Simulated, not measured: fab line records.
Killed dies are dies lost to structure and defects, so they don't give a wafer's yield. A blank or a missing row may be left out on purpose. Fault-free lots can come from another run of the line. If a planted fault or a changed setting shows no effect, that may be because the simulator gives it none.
Code-filled problem report in 8D (eight disciplines) form -- flow gf180mcu -- the parts of the form that need people (team, actions taken, sign-off) are left out

== 1. WHAT IS WRONG ==
At GF_HV_LDD_IMPLANT_34, dose_ions_cm2 averages 7.0e+12 over 6 wafers from 2 lots, while fault-free wafers read 7.5e+12, standard deviation 8.8e+09. Relative to the usual mean, that is a shift of -55 standard deviations.
The first sign was on wafer L425.2 at day 16 04:10, on implanter-02. Wafers with a number at this step in the record: 18, from 6 lots. Rule for "out", or "out of limits": more than 4 standard deviations from the usual mean. Any other wafer with a number is counted as sound.

== 2. WHAT IT IS, WHAT IT ISN'T ==
question,is,is not
which readings at this step,dose_ions_cm2,-
which lots,"L425, L426","L414, L415, L432, L434"
which wafers of those lots,all that have a number,-
read on which tools,implanter-02,implanter-01
when,from day 16 04:10,"up to then (6 sound wafers); but 6 sound wafers of L432, L434 came after"

== 3. SUSPECTS, AND WHAT RULES EACH OUT ==
Counting: a tool at any process step up to the reading remains a suspect when it ran all the lots that are out and ran no sound lot after the first of those.
- implanter-02 at GF_HV_LDD_IMPLANT_34: ruled out as a lasting fault. Following L425 (day 16 04:10), the first lot on it that is out, the sound lots L434 were run on it.
Left after counting: nothing in the record.

== 4. THE CAUSE (what the simulator had put in) ==
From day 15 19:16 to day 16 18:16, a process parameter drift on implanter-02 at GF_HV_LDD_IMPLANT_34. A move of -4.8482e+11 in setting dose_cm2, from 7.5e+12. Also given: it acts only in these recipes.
Counting ruled it out, wrongly.

== 5. THE EFFECT CHAIN, in route order ==
Rows list readings where the struck wafers' mean (over those with a number) sits beyond 3 standard deviations from the usual. Readings are gone through only where the record gives a usual standard deviation; hours: the median, over the lots, of the time from a lot's start at the first step in this table giving one to that lot's start at this step; sigmas: the change measured in usual standard deviations.
hours,step,reading,usual,on struck wafers,change,sigmas
0,GF_HV_LDD_IMPLANT_34,dose_ions_cm2,7.5e+12,7.0e+12,-4.9e+11,-55
0,GF_HV_LDD_IMPLANT_34,faraday_current_uA,42.3,39.3,-3.0,-3.7
Its process steps:
- GF_HV_LDD_IMPLANT_34

== 6. HOW IT WOULD HAVE BEEN CAUGHT EARLIER ==
In this record the first reading out of limits was taken at day 16 04:10, 9 hours after the fault began at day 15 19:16.
